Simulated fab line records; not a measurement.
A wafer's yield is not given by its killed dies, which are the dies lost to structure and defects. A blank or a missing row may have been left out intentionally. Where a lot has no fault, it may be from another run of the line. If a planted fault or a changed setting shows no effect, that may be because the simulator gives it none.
fab line records | flow sky130
record: lots: 6 | wafers: 18 | last_day: 50
route steps=708 shown CONTACT@425 METAL1@434
lots untouched by any fault: they come from a run of this same line in which no faults occurred
start_h: hours from the record's opening day to when the first of the lot's shown wafers began | wait_h: hours since the lot's step before | " as in the row above | L1.1+2: a row that stands for several wafers | - no value, or no start given | * or withheld: withheld | < > ~ a bound
route shown NAME@n: a module of which the file shows steps, and the number in the route of the first | usual: average and standard deviation across the fault-free wafers | same: alike in all rows | chamber/n: place in a boat | sites: each site's reading | _std_site: standard deviation of those values | _edge_site: mean of outer sites minus mean of inner sites | radius_mm: how far each site lies from the wafer's centre | mask NAME#n: copy n | behind: the last tool/chamber to shape the wafer | hold: why the lot went on hold/how many hours it stayed there/how the hold came to an end | device: the n, p or np transistor that did not switch | end of line: the same wafers' tests at the end of the route | step lacking rows: just its recipe | killed: count of dies lost to structure and defects at first sort (not the wafer's yield) | map: per-die view of a wafer (x killed, . not killed, _ where there is no die)
set.NAME: the setting the step ran with; set.NAME@STEP: the setting that earlier step ran with | model.NAME: the simulator's own value behind a step, which no gauge read
a table for each step, a row for each wafer; lots at some steps of the route
services: a tool's chamber out of use, with start hour (start_h, from the record's first day; less than 0 if before it), hours out, and reason
== steps ==
step: SKY_CONTACT_STRIP_19
recipe: chemistry: O2/N2 | power_w: 1400 | pressure_mtorr: 1500 | platen_temp_c: withheld | o2_flow_sccm: 3000 | n2_flow_sccm: 300 | overash_fraction: 0.5
step: SKY_CONTACT_STRIP_20
recipe: chemistry: post_etch_residue_remover | time_s: 1200 | temp_c: 72.5
step: SKY_CONTACT_CLEAN_21
recipe: chemistry: IPA | time_s: 180 | temp_c: 25
step: SKY_CONTACT_CLEAN_22
recipe: chemistry: O3/DIW | dry: n2_spin
step: SKY_CONTACT_SPUTTER_23
recipe: material: TiN | target_thk_nm: 20 | chamber_pressure_pa: 5 | power_w: 4000 | time_s: 80
usual: cathode_dc_power_W: 4000.0/0.75 | chamber_pressure_pa: 5.002/0.011 | throttle_valve_pct: 30.2/1.3
lot.wafer | tool           | chamber | start_h | wait_h | cathode_dc_power_W | chamber_pressure_pa | throttle_valve_pct
L711.1    | pvd_sputter-01 | -       | 775.48  | 0.0    | 4000.3             | 5.001               | 30.4
L711.3    | "              | -       | "       | "      | 4000.4             | 5.008               | 28.4
L711.4    | "              | -       | "       | "      | 3999.3             | 4.983               | 31.5
L712.1    | pvd_sputter-04 | -       | 792.38  | 0.0    | 3998.6             | 4.982               | 28.4
L712.2    | "              | -       | "       | "      | 3999.4             | 4.994               | 31.6
L712.3    | "              | -       | "       | "      | 4000.1             | 4.986               | 29.4
L715.1    | pvd_sputter-04 | -       | 803.94  | 0.0    | 3999.5             | 5.004               | 29.1
L715.2    | "              | -       | "       | "      | 3999.5             | 5.010               | 31.0
L715.3    | "              | -       | "       | "      | 4000.4             | 4.989               | 28.4
L716.1    | pvd_sputter-04 | -       | 816.90  | 0.0    | 4000.2             | 4.992               | 29.6
L716.2    | "              | -       | "       | "      | 3999.8             | 5.015               | 31.7
L716.5    | "              | -       | "       | "      | 3999.0             | 4.978               | 29.3
L723.2    | pvd_sputter-02 | -       | 866.93  | 0.0    | 3999.7             | 4.976               | 29.5
L723.3    | "              | -       | "       | "      | 3999.1             | 5.001               | 32.2
L723.6    | "              | -       | "       | "      | 4001.5             | 4.986               | 30.9
L728.1    | pvd_sputter-04 | -       | 895.23  | 0.0    | 3999.4             | 5.007               | 31.2
L728.2    | "              | -       | "       | "      | 4000.8             | 5.013               | 28.6
L728.4    | "              | -       | "       | "      | 3999.9             | 4.999               | 31.4
step: SKY_CONTACT_CVD_24
recipe: material: W | target_thk_nm: 340 | time_s: 102.12 | temp_c: 400 | pressure_torr: 40
usual: heater_power_outer_w: 514/79 | heater_power_w: 816/120
lot.wafer | tool     | chamber | start_h | wait_h | heater_power_outer_w | heater_power_w
L711.1    | cvd_w-01 | 0       | 775.54  | 0.0    | 568                  | 859
L711.3    | "        | 0       | "       | "      | 557                  | 845
L711.4    | "        | 1       | "       | "      | 420                  | 678
L712.1    | cvd_w-01 | 1       | 792.44  | 0.0    | 435                  | 661
L712.2    | "        | 0       | "       | "      | 545                  | 837
L712.3    | "        | 0       | "       | "      | 554                  | 839
L715.1    | cvd_w-01 | 1       | 804.00  | 0.0    | 432                  | 666
L715.2    | "        | 0       | "       | "      | 561                  | 829
L715.3    | "        | 1       | "       | "      | 429                  | 672
L716.1    | cvd_w-01 | 1       | 816.96  | 0.0    | 425                  | 663
L716.2    | "        | 0       | "       | "      | 553                  | 817
L716.5    | "        | 0       | "       | "      | 552                  | 830
L723.2    | cvd_w-02 | 1       | 866.99  | 0.0    | 456                  | 775
L723.3    | "        | 1       | "       | "      | 476                  | 794
L723.6    | "        | 1       | "       | "      | 464                  | 803
L728.1    | cvd_w-01 | 0       | 895.29  | 0.0    | 563                  | 836
L728.2    | "        | 1       | "       | "      | 425                  | 666
L728.4    | "        | 1       | "       | "      | 425                  | 661
step: SKY_CONTACT_RS_MEAS_25
recipe: thk_meas_gauge: four-point-probe | reads: W_of_CONTACT_CVD_24+TiN_of_CONTACT_SPUTTER_23
usual: CONTACT_W_RS: 0.338/0.006
lot.wafer | tool          | chamber | start_h | wait_h | CONTACT_W_RS[ohm/sq]
L711.1    | film_metro-02 | -       | 775.65  | 0.1    | 0.337
L711.3    | "             | -       | "       | "      | 0.337
L711.4    | "             | -       | "       | "      | 0.347
L712.1    | film_metro-04 | -       | 792.55  | 0.1    | 0.340
L712.2    | "             | -       | "       | "      | 0.330
L712.3    | "             | -       | "       | "      | 0.330
L715.1    | film_metro-01 | -       | 804.11  | 0.1    | 0.346
L715.2    | "             | -       | "       | "      | 0.337
L715.3    | "             | -       | "       | "      | 0.346
L716.1    | film_metro-02 | -       | 817.07  | 0.1    | 0.346
L716.2    | "             | -       | "       | "      | 0.334
L716.5    | "             | -       | "       | "      | 0.334
L723.2    | film_metro-01 | -       | 867.12  | 0.1    | 0.340
L723.3    | "             | -       | "       | "      | 0.337
L723.6    | "             | -       | "       | "      | 0.339
L728.1    | film_metro-04 | -       | 895.40  | 0.1    | 0.326
L728.2    | "             | -       | "       | "      | 0.340
L728.4    | "             | -       | "       | "      | 0.336
step: SKY_CONTACT_THK_MEAS_26
recipe: thk_meas_gauge: xrf | reads: W_of_CONTACT_CVD_24
usual: CONTACT_W_THK: 334/7.1
lot.wafer | tool          | chamber | start_h | wait_h | CONTACT_W_THK[nm]
L711.1    | film_metro-02 | -       | 775.77  | 0.1    | 331
L711.3    | "             | -       | "       | "      | 332
L711.4    | "             | -       | "       | "      | 322
L712.1    | film_metro-04 | -       | 792.67  | 0.1    | 336
L712.2    | "             | -       | "       | "      | 346
L712.3    | "             | -       | "       | "      | 343
L715.1    | film_metro-01 | -       | 804.23  | 0.1    | 321
L715.2    | "             | -       | "       | "      | 330
L715.3    | "             | -       | "       | "      | 323
L716.1    | film_metro-02 | -       | 817.19  | 0.1    | 326
L716.2    | "             | -       | "       | "      | 338
L716.5    | "             | -       | "       | "      | 339
L723.2    | film_metro-01 | -       | 867.23  | 0.1    | 328
L723.3    | "             | -       | "       | "      | 329
L723.6    | "             | -       | "       | "      | 328
L728.1    | film_metro-04 | -       | 895.52  | 0.1    | 343
L728.2    | "             | -       | "       | "      | 330
L728.4    | "             | -       | "       | "      | 333
step: SKY_CONTACT_CMP_27
recipe: stop_on: SiO2 | t_overpolish_s: 15 | down_force_psi: 3.5 | platen_rpm: 60 | target_thk_nm: 0 | pad_velocity_m_s: 0.94248
usual: motor_current_A: 10.7/0.87 | overpolish_run_s: 15.000/0.0085 | time_to_endpoint_s: 81.4/2.9
lot.wafer | tool   | chamber | start_h | wait_h | motor_current_A | overpolish_run_s | time_to_endpoint_s
L711.3    | cmp-02 | 1       | 775.83  | 0.0    | 9.4             | 15.002           | 88.0
L711.4    | "      | 3       | "       | "      | 10.8            | 15.001           | 80.6
L711.1    | "      | 0       | "       | "      | 12.1            | 15.007           | 83.1
L712.2    | cmp-02 | 3       | 792.73  | 0.0    | 9.7             | 15.000           | 83.6
L712.1    | "      | 0       | "       | "      | 11.6            | 14.990           | 80.3
L712.3    | "      | 2       | "       | "      | 11.1            | 15.016           | 82.8
L715.1    | cmp-01 | 1       | 804.34  | 0.1    | 9.8             | 14.997           | 83.3
L715.3    | "      | 2       | "       | "      | 11.5            | 15.006           | 82.5
L715.2    | "      | 3       | "       | "      | 10.5            | 15.015           | 82.8
L716.2    | cmp-01 | 2       | 817.25  | 0.0    | 12.3            | 15.005           | 81.3
L716.1    | "      | 3       | "       | "      | 10.1            | 15.009           | 78.6
L716.5    | "      | 3       | "       | "      | 10.2            | 14.993           | 82.0
L723.3    | cmp-02 | 0       | 867.33  | 0.1    | 11.2            | 14.999           | 83.5
L723.2    | "      | 1       | "       | "      | 9.4             | 14.992           | 86.1
L723.6    | "      | 0       | "       | "      | 11.8            | 14.995           | 82.3
L728.2    | cmp-01 | 2       | 895.58  | 0.0    | 12.1            | 15.003           | 78.7
L728.1    | "      | 3       | "       | "      | 10.4            | 15.008           | 84.0
L728.4    | "      | 1       | "       | "      | 10.1            | 14.989           | 85.2
step: SKY_METAL1_SPUTTER_00
recipe: material: Ti | target_thk_nm: 15 | power_w: 3000 | time_s: 10 | chamber_pressure_pa: 0.4
usual: cathode_dc_power_W: 3000.0/0.56 | chamber_pressure_pa: 0.3999/0.00075 | throttle_valve_pct: 30.5/1.1
lot.wafer | tool           | chamber | start_h | wait_h | cathode_dc_power_W | chamber_pressure_pa | throttle_valve_pct
L711.1    | pvd_sputter-04 | -       | 776.13  | 0.1    | 2999.6             | 0.3992              | 31.7
L711.3    | "              | -       | "       | "      | 3000.2             | 0.4005              | 28.5
L711.4    | "              | -       | "       | "      | 2999.9             | 0.4000              | 31.1
L712.1    | pvd_sputter-01 | -       | 793.03  | 0.2    | 2999.0             | 0.4000              | 28.5
L712.2    | "              | -       | "       | "      | 2999.6             | 0.4002              | 31.1
L712.3    | "              | -       | "       | "      | 3000.1             | 0.4007              | 30.4
L715.1    | pvd_sputter-01 | -       | 804.59  | 0.2    | 2999.5             | 0.3986              | 31.2
L715.2    | "              | -       | "       | "      | 3000.2             | 0.4006              | 32.2
L715.3    | "              | -       | "       | "      | 3000.4             | 0.4006              | 30.7
L716.1    | pvd_sputter-01 | -       | 817.55  | 0.2    | 3000.3             | 0.3990              | 30.3
L716.2    | "              | -       | "       | "      | 3001.3             | 0.4003              | 31.6
L716.5    | "              | -       | "       | "      | 3000.7             | 0.3995              | 30.5
L723.2    | pvd_sputter-04 | -       | 867.58  | 0.1    | 2999.9             | 0.3986              | 31.6
L723.3    | "              | -       | "       | "      | 3000.0             | 0.3998              | 29.5
L723.6    | "              | -       | "       | "      | 3000.4             | 0.3993              | 29.5
L728.1    | pvd_sputter-04 | -       | 895.88  | 0.2    | 2999.0             | 0.4018              | 31.6
L728.2    | "              | -       | "       | "      | 2999.1             | 0.4006              | 28.5
L728.4    | "              | -       | "       | "      | 3000.2             | 0.3999              | 31.3
step: SKY_METAL1_SPUTTER_01
recipe: material: TiN | target_thk_nm: 20 | power_w: 6500 | time_s: 16.7 | chamber_pressure_pa: 0.4
step: SKY_METAL1_SPUTTER_02
recipe: material: AlCu | target_thk_nm: 250 | power_w: 10600 | time_s: 13.3 | chamber_pressure_pa: 0.4
step: SKY_METAL1_SPUTTER_03
recipe: material: Ti | target_thk_nm: 5 | power_w: 3000 | time_s: 3.3 | chamber_pressure_pa: 0.4
usual: cathode_dc_power_W: 3000.0/0.61 | chamber_pressure_pa: 0.4000/0.00085 | throttle_valve_pct: 30.4/1.1
lot.wafer | tool           | chamber | start_h | wait_h | cathode_dc_power_W | chamber_pressure_pa | throttle_valve_pct
L711.1    | pvd_sputter-04 | -       | 776.20  | 0.0    | 2998.9             | 0.3997              | 31.7
L711.3    | "              | -       | "       | "      | 2999.0             | 0.3990              | 28.2
L711.4    | "              | -       | "       | "      | 2999.1             | 0.4009              | 30.9
L712.1    | pvd_sputter-01 | -       | 793.10  | 0.0    | 2999.5             | 0.4006              | 28.3
L712.2    | "              | -       | "       | "      | 3000.7             | 0.4007              | 31.3
L712.3    | "              | -       | "       | "      | 3000.7             | 0.3999              | 30.5
L715.1    | pvd_sputter-01 | -       | 804.66  | 0.0    | -                  | -                   | -
L715.2    | "              | -       | "       | "      | -                  | -                   | -
L715.3    | "              | -       | "       | "      | -                  | -                   | -
L716.1    | pvd_sputter-01 | -       | 817.62  | 0.0    | -                  | -                   | -
L716.2    | "              | -       | "       | "      | -                  | -                   | -
L716.5    | "              | -       | "       | "      | -                  | -                   | -
L723.2    | pvd_sputter-04 | -       | 867.65  | 0.0    | 3000.4             | 0.4011              | 31.3
L723.3    | "              | -       | "       | "      | 2999.6             | 0.3999              | 29.1
L723.6    | "              | -       | "       | "      | 3000.4             | 0.4003              | 29.4
L728.1    | pvd_sputter-04 | -       | 895.95  | 0.0    | 3000.8             | 0.3996              | 31.5
L728.2    | "              | -       | "       | "      | 2999.8             | 0.3998              | 28.5
L728.4    | "              | -       | "       | "      | 3000.4             | 0.3991              | 30.9
step: SKY_METAL1_SPUTTER_04
recipe: material: TiN | target_thk_nm: 70 | power_w: 6500 | time_s: 58.3 | chamber_pressure_pa: 0.4
usual: cathode_dc_power_W: 6499.9/1.3 | chamber_pressure_pa: 0.4000/0.00072 | throttle_valve_pct: 30.5/1.1
lot.wafer | tool           | chamber | start_h | wait_h | cathode_dc_power_W | chamber_pressure_pa | throttle_valve_pct
L711.1    | pvd_sputter-04 | -       | 776.22  | 0.0    | 6499.7             | 0.4003              | 31.5
L711.3    | "              | -       | "       | "      | 6499.8             | 0.4001              | 28.2
L711.4    | "              | -       | "       | "      | 6500.4             | 0.4004              | 31.2
L712.1    | pvd_sputter-01 | -       | 793.12  | 0.0    | 6499.1             | 0.3987              | 28.5
L712.2    | "              | -       | "       | "      | 6500.7             | 0.3995              | 31.4
L712.3    | "              | -       | "       | "      | 6501.0             | 0.3992              | 30.7
L715.1    | pvd_sputter-01 | -       | 804.68  | 0.0    | 6500.1             | 0.3991              | 31.1
L715.2    | "              | -       | "       | "      | 6499.0             | 0.4006              | 32.1
L715.3    | "              | -       | "       | "      | 6501.6             | 0.4006              | 30.4
L716.1    | pvd_sputter-01 | -       | 817.64  | 0.0    | 6500.4             | 0.3991              | 30.4
L716.2    | "              | -       | "       | "      | 6498.1             | 0.4001              | 31.4
L716.5    | "              | -       | "       | "      | 6500.7             | 0.3992              | 30.5
L723.2    | pvd_sputter-04 | -       | 867.67  | 0.0    | 6503.7             | 0.3993              | 31.7
L723.3    | "              | -       | "       | "      | 6501.3             | 0.3998              | 29.4
L723.6    | "              | -       | "       | "      | 6499.0             | 0.3994              | 29.3
L728.1    | pvd_sputter-04 | -       | 895.97  | 0.0    | 6500.1             | 0.3997              | 31.4
L728.2    | "              | -       | "       | "      | 6500.3             | 0.4012              | 28.6
L728.4    | "              | -       | "       | "      | 6500.4             | 0.4010              | 31.3
== services ==
tool           | chamber | start_h | hours | kind
cvd_w-01       | -       | 780.92  | 1.2   | repair
cmp-02         | -       | 797.19  | 1.8   | repair
cmp-01         | -       | 797.56  | 1.1   | repair
pvd_sputter-01 | -       | 856.86  | 5.8   | repair
cvd_w-02       | -       | 859.10  | 2.8   | pm
cvd_w-01       | 1       | 880.45  | 2.7   | repair
== key ==
first_sign: step: SKY_METAL1_SPUTTER_03 | reading: tool_record | direction: missing
effect none on later readings
met_at SKY_METAL1_SPUTTER_03
struck_wafers L715.1,L715.2,L715.3,L716.1,L716.2,L716.5
later_rows_left_out L715.1,L715.2,L715.3,L716.1,L716.2,L716.5
sort_left_out L715.1,L715.2,L715.3,L716.1,L716.2,L716.5
onset_between 793.10 804.66
fault: kind: skipped_step_whole | tool: pvd_sputter-01 | chamber: - | onset_h: 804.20 | steps: SKY_METAL1_SPUTTER_03 | scope: struck_lots_only
sort_left_out: the simulated sort isn't trusted on such a fault, so these wafers' sort isn't shown, and their yield isn't known
later_rows_left_out: the simulator's readings of these wafers behind a module that went badly wrong aren't trusted and aren't shown, but for the sort
